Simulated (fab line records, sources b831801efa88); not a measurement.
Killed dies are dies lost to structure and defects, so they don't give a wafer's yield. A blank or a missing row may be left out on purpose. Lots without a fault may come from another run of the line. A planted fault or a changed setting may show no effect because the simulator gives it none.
Which tool did it? | flow gf180mcu | 13 lots, 39 wafers sampled, at 4 steps of a route of 602

WHAT THE GAUGES READ, wafer by wafer
GF_V5_RS_MEAS_24: measures by four-point-probe. Usual: V5_W_RS 0.325 ohm/sq, standard deviation 0.0042.
lot  | measured     | on            | V5_W_RS (ohm/sq)  | flag
L757 | day 27 10:25 | film_metro-03 | 0.325 0.325 0.321 |
L758 | day 27 17:10 | film_metro-04 | 0.331 0.332 0.330 |
L760 | day 28 00:35 | film_metro-04 | 0.332 0.332 0.329 |
L762 | day 28 17:48 | film_metro-04 | 0.326 0.325 0.325 |
L770 | day 31 03:36 | film_metro-04 | 0.333 0.323 0.323 |
L771 | day 31 14:53 | film_metro-03 | 0.329 0.323 0.332 |
L774 | day 32 08:22 | film_metro-03 | 0.322 0.320 0.323 |
L775 | day 32 10:51 | film_metro-03 | 0.326 0.319 0.327 |
L776 | day 32 23:07 | film_metro-03 | 0.333 0.334 0.330 |
L777 | day 32 23:28 | film_metro-04 | 0.325 0.320 0.324 |
L778 | day 33 05:29 | film_metro-03 | 0.329 0.322 0.330 |
L779 | day 33 09:30 | film_metro-04 | 0.323 0.323 0.323 |
L780 | day 33 10:59 | film_metro-03 | 0.319 0.321 0.322 |

GF_TOP_METAL_RS_MEAS_05: measures by four-point-probe. Usual: TOP_METAL_ALCU_RS 0.0328 ohm/sq, standard deviation 0.00031.
lot  | measured     | on            | TOP_METAL_ALCU_RS (ohm/sq) | flag
L757 | day 27 11:07 | film_metro-01 | 0.0328 0.0334 0.0332       |
L758 | day 27 17:52 | film_metro-01 | 0.0322 0.0325 0.0321       |
L760 | day 28 01:17 | film_metro-03 | 0.0326 0.0325 0.0328       |
L762 | day 28 18:30 | film_metro-03 | 0.0330 0.0326 0.0327       |
L770 | day 31 04:18 | film_metro-03 | 0.0333 0.0329 0.0330       |
L771 | day 31 15:35 | film_metro-03 | 0.0329 0.0330 0.0329       |
L774 | day 32 10:41 | film_metro-03 | 0.0324 0.0328 0.0330       |
L775 | day 32 12:32 | film_metro-01 | 0.0329 0.0327 0.0326       |
L776 | day 32 23:49 | film_metro-01 | 0.0330 0.0336 0.0330       |
L777 | day 33 00:10 | film_metro-03 | 0.0326 0.0328 0.0328       |
L778 | day 33 06:17 | film_metro-03 | 0.0328 0.0326 0.0327       |
L779 | day 33 10:12 | film_metro-01 | 0.0335 0.0333 0.0332       |
L780 | day 33 11:41 | film_metro-03 | 0.0334 0.0327 0.0330       |

WHICH TOOL RAN EACH LOT (tool, then ch and the chambers of the sampled wafers, then the start)
lot  | GF_V5_CVD_02                    | GF_TOP_METAL_SPUTTER_00
L757 | pecvd-02 ch 0,1, day 26 12:47   | pvd_sputter-03, day 27 10:53
L758 | pecvd-02 ch 0,1, day 26 18:32   | pvd_sputter-02, day 27 17:37
L760 | pecvd-03 ch 0,1, day 27 02:50   | pvd_sputter-01, day 28 01:01
L762 | pecvd-01 ch 0,1,2, day 27 20:49 | pvd_sputter-02, day 28 18:13
L770 | pecvd-02 ch 0,2, day 30 07:59   | pvd_sputter-01, day 31 04:04
L771 | pecvd-02 ch 0,2, day 30 19:52   | pvd_sputter-02, day 31 15:22
L774 | pecvd-01 ch 0,1,2, day 31 14:07 | pvd_sputter-03, day 32 10:17
L775 | pecvd-03 ch 1,2, day 31 16:46   | pvd_sputter-02, day 32 11:17
L776 | pecvd-01 ch 1,2, day 32 01:39   | pvd_sputter-03, day 32 23:36
L777 | pecvd-02 ch 0,1,2, day 32 01:58 | pvd_sputter-03, day 32 23:56
L778 | pecvd-03 ch 0,1,2, day 32 11:29 | pvd_sputter-02, day 33 06:02
L779 | pecvd-01 ch 0,1, day 32 16:34   | pvd_sputter-03, day 33 09:56
L780 | pecvd-02 ch 0,1, day 32 17:08   | pvd_sputter-02, day 33 11:28
- GF_V5_CVD_02: deposits SiO2 from TEOS, target thk 1450 nm, time 163.28 s.
- GF_TOP_METAL_SPUTTER_00: material Ti, target thk 37.5 nm, time 150 s.

WHAT THE TOOLS THEMSELVES READ (means of the sampled wafers that have a number; where no wafer has one, the mark that the record gives instead)
GF_V5_CVD_02. Usual: heater_power_w 689 W, standard deviation 110.
lot  | tool     | heater_power_w (W) | flag
L757 | pecvd-02 | 661                |
L758 | pecvd-02 | 701                |
L760 | pecvd-03 | 818                |
L762 | pecvd-01 | 618                |
L770 | pecvd-02 | 708                |
L771 | pecvd-02 | 654                |
L774 | pecvd-01 | 665                |
L775 | pecvd-03 | 607                |
L776 | pecvd-01 | 706                |
L777 | pecvd-02 | 699                |
L778 | pecvd-03 | 679                |
L779 | pecvd-01 | 629                |
L780 | pecvd-02 | 686                |

GF_TOP_METAL_SPUTTER_00. Usual: chamber_pressure_pa 2.001 Pa, standard deviation 0.004; throttle_valve_pct 30.2 %, standard deviation 1.1.
lot  | tool           | chamber_pressure_pa (Pa) | throttle_valve_pct (%) | flag
L757 | pvd_sputter-03 | 2.001                    | 30.3                   |
L758 | pvd_sputter-02 | 2.002                    | 29.7                   |
L760 | pvd_sputter-01 | 2.000                    | 30.2                   |
L762 | pvd_sputter-02 | 2.005                    | 29.5                   |
L770 | pvd_sputter-01 | 2.141                    | 29.5                   | OFF
L771 | pvd_sputter-02 | 2.002                    | 30.2                   |
L774 | pvd_sputter-03 | 2.000                    | 30.9                   |
L775 | pvd_sputter-02 | 1.998                    | 29.5                   |
L776 | pvd_sputter-03 | 1.998                    | 29.8                   |
L777 | pvd_sputter-03 | 1.999                    | 29.4                   |
L778 | pvd_sputter-02 | 2.002                    | 29.6                   |
L779 | pvd_sputter-03 | 1.999                    | 29.8                   |
L780 | pvd_sputter-02 | 1.998                    | 30.3                   |

THE ANSWER, worked out from the rows above alone
Rule: a lot is off if the mean of its wafers that have a number lies more than 3 standard deviations from the usual mean. A lot without any number at a reading at which 4 lots or more have one is off too. The other lots that the step has rows for count as sound. The gauges are gone through in route order, then the tools' own readings, and for those a lot's mean is taken as printed above. The first step at which some lot is off is used, and at that step the reading that is off furthest; a lot without a number counts as furthest.
Off: L770, at GF_TOP_METAL_SPUTTER_00 (chamber_pressure_pa).
A tool fits if, at that step or a process step before it, it ran every lot that is off, and no sound lot after the first of them. One fits: pvd_sputter-01 at GF_TOP_METAL_SPUTTER_00. Its last sound lot is L760 (day 28 01:01), its first lot that is off L770 (day 31 04:04): a fault that began between those two fits.
The tool's own readings at GF_TOP_METAL_SPUTTER_00 bear it out: on the lots that are off they differ by more than 5 times the standard deviation of the sound lots' means. chamber_pressure_pa reads 2.141 Pa there against 2.000 Pa on the sound lots.

WHAT THE SIMULATOR HAD PUT IN
Process parameter drift: pvd_sputter-01, from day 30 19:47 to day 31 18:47, at GF_TOP_METAL_SPUTTER_00. Setting chamber_pressure_pa, moved by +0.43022, from 2. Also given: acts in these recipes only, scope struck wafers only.
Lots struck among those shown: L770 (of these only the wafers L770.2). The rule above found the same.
